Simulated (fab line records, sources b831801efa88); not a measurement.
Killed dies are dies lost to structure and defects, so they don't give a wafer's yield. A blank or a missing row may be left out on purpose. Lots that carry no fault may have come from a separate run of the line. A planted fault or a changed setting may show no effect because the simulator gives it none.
Which tool is to blame? || flow gf180mcu || 14 lots, 42 wafers sampled, at 4 steps of a route of 602

WHAT EACH GAUGE READ, for each wafer
GF_STI_THK_MEAS_24.
{"lot": "L921", "measured": "day 2 08:47", "on": "filmMetro-03", "STI_CVD_23_THK (nm)": "659 641 648"}
{"lot": "L922", "measured": "day 2 14:12", "on": "filmMetro-02", "STI_CVD_23_THK (nm)": "659 647 655"}
{"lot": "L923", "measured": "day 2 19:50", "on": "filmMetro-03", "STI_CVD_23_THK (nm)": "648 670 649"}
{"lot": "L925", "measured": "day 3 06:09", "on": "filmMetro-01", "STI_CVD_23_THK (nm)": "658 636 645"}
{"lot": "L928", "measured": "day 3 20:50", "on": "filmMetro-02", "STI_CVD_23_THK (nm)": "653 630 646"}
{"lot": "L929", "measured": "day 4 03:18", "on": "filmMetro-03", "STI_CVD_23_THK (nm)": "661 656 667"}
{"lot": "L930", "measured": "day 4 07:31", "on": "filmMetro-02", "STI_CVD_23_THK (nm)": "659 657 656"}
{"lot": "L932", "measured": "day 4 17:37", "on": "filmMetro-02", "STI_CVD_23_THK (nm)": "646 639 658"}
{"lot": "L934", "measured": "day 5 03:11", "on": "filmMetro-01", "STI_CVD_23_THK (nm)": "648 661 643"}
{"lot": "L936", "measured": "day 5 13:27", "on": "filmMetro-03", "STI_CVD_23_THK (nm)": "647 664 662"}
{"lot": "L938", "measured": "day 6 01:05", "on": "filmMetro-02", "STI_CVD_23_THK (nm)": "658 636 667"}
{"lot": "L939", "measured": "day 6 05:16", "on": "filmMetro-02", "STI_CVD_23_THK (nm)": "650 662 645"}
{"lot": "L942", "measured": "day 6 21:11", "on": "filmMetro-03", "STI_CVD_23_THK (nm)": "676 656 643"}
{"lot": "L943", "measured": "day 7 01:13", "on": "filmMetro-03", "STI_CVD_23_THK (nm)": "669 641 668"}

GF_VT_IMPLANT_RS_MEAS_46: a four-point-probe measurement.
{"lot": "L921", "measured": "day 7 18:59", "on": "filmMetro-02", "MVSD_RS (ohm/sq)": "457.7 457.7 456.6"}
{"lot": "L922", "measured": "day 8 01:47", "on": "filmMetro-04", "MVSD_RS (ohm/sq)": "457.5 457.3 457.4"}
{"lot": "L923", "measured": "day 8 08:59", "on": "filmMetro-02", "MVSD_RS (ohm/sq)": "457.4 456.7 457.0"}
{"lot": "L925", "measured": "day 8 22:35", "on": "filmMetro-02", "MVSD_RS (ohm/sq)": "456.3 457.6 456.5"}
{"lot": "L928", "measured": "day 9 17:23", "on": "filmMetro-02", "MVSD_RS (ohm/sq)": "455.0 455.7 456.7"}
{"lot": "L929", "measured": "day 10 04:20", "on": "filmMetro-04", "MVSD_RS (ohm/sq)": "456.3 455.9 456.3"}
{"lot": "L930", "measured": "day 10 08:53", "on": "filmMetro-03", "MVSD_RS (ohm/sq)": "457.5 457.3 456.6"}
{"lot": "L932", "measured": "day 10 21:41", "on": "filmMetro-04", "MVSD_RS (ohm/sq)": "456.4 456.3 455.6"}
{"lot": "L934", "measured": "day 11 13:09", "on": "filmMetro-04", "MVSD_RS (ohm/sq)": "456.4 456.6 456.4"}
{"lot": "L936", "measured": "day 12 00:37", "on": "filmMetro-04", "MVSD_RS (ohm/sq)": "456.2 458.0 456.8"}
{"lot": "L938", "measured": "day 12 18:11", "on": "filmMetro-03", "MVSD_RS (ohm/sq)": "456.9 455.7 456.9"}
{"lot": "L939", "measured": "day 12 22:08", "on": "filmMetro-04", "MVSD_RS (ohm/sq)": "456.5 456.9 456.9"}
{"lot": "L942", "measured": "day 13 18:46", "on": "filmMetro-03", "MVSD_RS (ohm/sq)": "456.6 457.1 456.4"}
{"lot": "L943", "measured": "day 13 23:38", "on": "filmMetro-03", "MVSD_RS (ohm/sq)": "457.1 459.2 458.3"}

GF_DUAL_GATE_OVL_MEAS_11.
{"lot": "L921", "measured": "day 8 13:47", "on": "overlay-01", "DUAL_GATE_OVL (nm)": "-0.5 -0.2 0.7"}
{"lot": "L922", "measured": "day 8 21:13", "on": "overlay-01", "DUAL_GATE_OVL (nm)": "0.7 -0.8 -0.3"}
{"lot": "L923", "measured": "day 9 03:47", "on": "overlay-02", "DUAL_GATE_OVL (nm)": "-1.1 2.0 0.3"}
{"lot": "L925", "measured": "day 9 18:14", "on": "overlay-01", "DUAL_GATE_OVL (nm)": "-0.5 -0.9 -2.7"}
{"lot": "L928", "measured": "day 10 12:56", "on": "overlay-01", "DUAL_GATE_OVL (nm)": "-2.2 -2.5 -1.9"}
{"lot": "L929", "measured": "day 11 01:32", "on": "overlay-01", "DUAL_GATE_OVL (nm)": "-0.2 -0.7 -1.0"}
{"lot": "L930", "measured": "day 11 06:44", "on": "overlay-02", "DUAL_GATE_OVL (nm)": "1.7 2.8 0.7"}
{"lot": "L932", "measured": "day 11 19:10", "on": "overlay-02", "DUAL_GATE_OVL (nm)": "-0.7 1.5 -1.1"}
{"lot": "L934", "measured": "day 12 10:20", "on": "overlay-02", "DUAL_GATE_OVL (nm)": "1.3 -0.4 -0.2"}
{"lot": "L936", "measured": "day 12 22:38", "on": "overlay-02", "DUAL_GATE_OVL (nm)": "0.7 -0.2 1.7"}
{"lot": "L938", "measured": "day 13 16:15", "on": "overlay-02", "DUAL_GATE_OVL (nm)": "-0.5 -1.2 -0.8"}
{"lot": "L939", "measured": "day 13 21:13", "on": "overlay-01", "DUAL_GATE_OVL (nm)": "-0.3 -1.4 0.9"}
{"lot": "L942", "measured": "day 14 17:15", "on": "overlay-02", "DUAL_GATE_OVL (nm)": "0.0 2.2 -1.1"}
{"lot": "L943", "measured": "day 14 23:14", "on": "overlay-01", "DUAL_GATE_OVL (nm)": "-0.7 1.6 -0.6"}

WHICH TOOL RAN EACH LOT (tool, then ch and the chambers of the sampled wafers, then the start)
{"lot": "L921", "GF_STI_WET_ETCH_28": "wetBench-01 ch 3, day 2 09:43"}
{"lot": "L922", "GF_STI_WET_ETCH_28": "wetBench-01 ch 1, day 2 15:08"}
{"lot": "L923", "GF_STI_WET_ETCH_28": "wetBench-04 ch 1, day 2 20:46"}
{"lot": "L925", "GF_STI_WET_ETCH_28": "wetBench-03 ch 1, day 3 07:07"}
{"lot": "L928", "GF_STI_WET_ETCH_28": "wetBench-01 ch 3, day 3 21:47"}
{"lot": "L929", "GF_STI_WET_ETCH_28": "wetBench-04 ch 2, day 4 04:24"}
{"lot": "L930", "GF_STI_WET_ETCH_28": "wetBench-01 ch 3, day 4 08:25"}
{"lot": "L932", "GF_STI_WET_ETCH_28": "wetBench-03 ch 3, day 4 18:37"}
{"lot": "L934", "GF_STI_WET_ETCH_28": "wetBench-03 ch 3, day 5 04:07"}
{"lot": "L936", "GF_STI_WET_ETCH_28": "wetBench-04 ch 0, day 5 14:22"}
{"lot": "L938", "GF_STI_WET_ETCH_28": "wetBench-04 ch 0, day 6 01:59"}
{"lot": "L939", "GF_STI_WET_ETCH_28": "wetBench-04 ch 3, day 6 06:20"}
{"lot": "L942", "GF_STI_WET_ETCH_28": "wetBench-03 ch 2, day 6 22:12"}
{"lot": "L943", "GF_STI_WET_ETCH_28": "wetBench-03 ch 2, day 7 02:18"}
- GF_STI_WET_ETCH_28: etches SiO2 in dHF, target depth 20 nm, time 40 s.

WHAT THE TOOLS THEMSELVES READ (means of the sampled wafers that have a number; where no wafer has one, the mark that the record gives instead)
GF_STI_WET_ETCH_28.
{"lot": "L921", "tool": "wetBench-01", "runLengthS (s)": 72}
{"lot": "L922", "tool": "wetBench-01", "runLengthS (s)": 72}
{"lot": "L923", "tool": "wetBench-04", "runLengthS (s)": 72}
{"lot": "L925", "tool": "wetBench-03", "runLengthS (s)": 65}
{"lot": "L928", "tool": "wetBench-01", "runLengthS (s)": 41}
{"lot": "L929", "tool": "wetBench-04", "runLengthS (s)": 67}
{"lot": "L930", "tool": "wetBench-01", "runLengthS (s)": 48}
{"lot": "L932", "tool": "wetBench-03", "runLengthS (s)": 66}
{"lot": "L934", "tool": "wetBench-03", "runLengthS (s)": 66}
{"lot": "L936", "tool": "wetBench-04", "runLengthS (s)": 73}
{"lot": "L938", "tool": "wetBench-04", "runLengthS (s)": 65}
{"lot": "L939", "tool": "wetBench-04", "runLengthS (s)": 73}
{"lot": "L942", "tool": "wetBench-03", "runLengthS (s)": 66}
{"lot": "L943", "tool": "wetBench-03", "runLengthS (s)": 71}

THE ANSWER, worked out from the rows above alone
Rule: the usual values come from the lots themselves. The widest of any qualifying gaps counts: lots, ordered by their means at a reading, are off when they make up no more than a third of the lots, leave a main group of 4 or more, and stand apart from it by 3 or more times the standard deviation of that group's means. A main group whose means are all the same, to the digits that the tables above print for the reading, isn't used. Also off: a lot with no number at a reading for which 4 or more lots have one. Where the step has rows for the other lots, those lots are counted as sound. After the gauges, taken in route order, come the tools' own readings; for these a lot's mean is taken, as printed above. The first step at which some lot is off is used, and at that step the reading that is off furthest; a lot without a number counts as furthest.
Off: L928, L930 (GF_STI_WET_ETCH_28, runLengthS). For the main group the mean is 69 s and the standard deviation 3.2.
A tool fits if, at that step or a process step before it, it ran every lot that is off, and no sound lot after the first of them. One candidate fits, namely wetBench-01 at GF_STI_WET_ETCH_28. Its last sound lot is L922 (day 2 15:08), its first lot that is off L928 (day 3 21:47): a fault that began between those two fits.
On the lots that are off, the tool's own readings at GF_STI_WET_ETCH_28 differ by more than 5 times the standard deviation of the sound lots' means, which bears it out; runLengthS reads 44 s there versus 69 s on the sound lots.

WHAT THE SIMULATOR HAD PUT IN
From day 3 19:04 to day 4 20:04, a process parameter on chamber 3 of wetBench-01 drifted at GF_STI_WET_ETCH_28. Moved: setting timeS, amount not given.
Lots struck among those shown: L928, L930. The rule above reached the same finding.
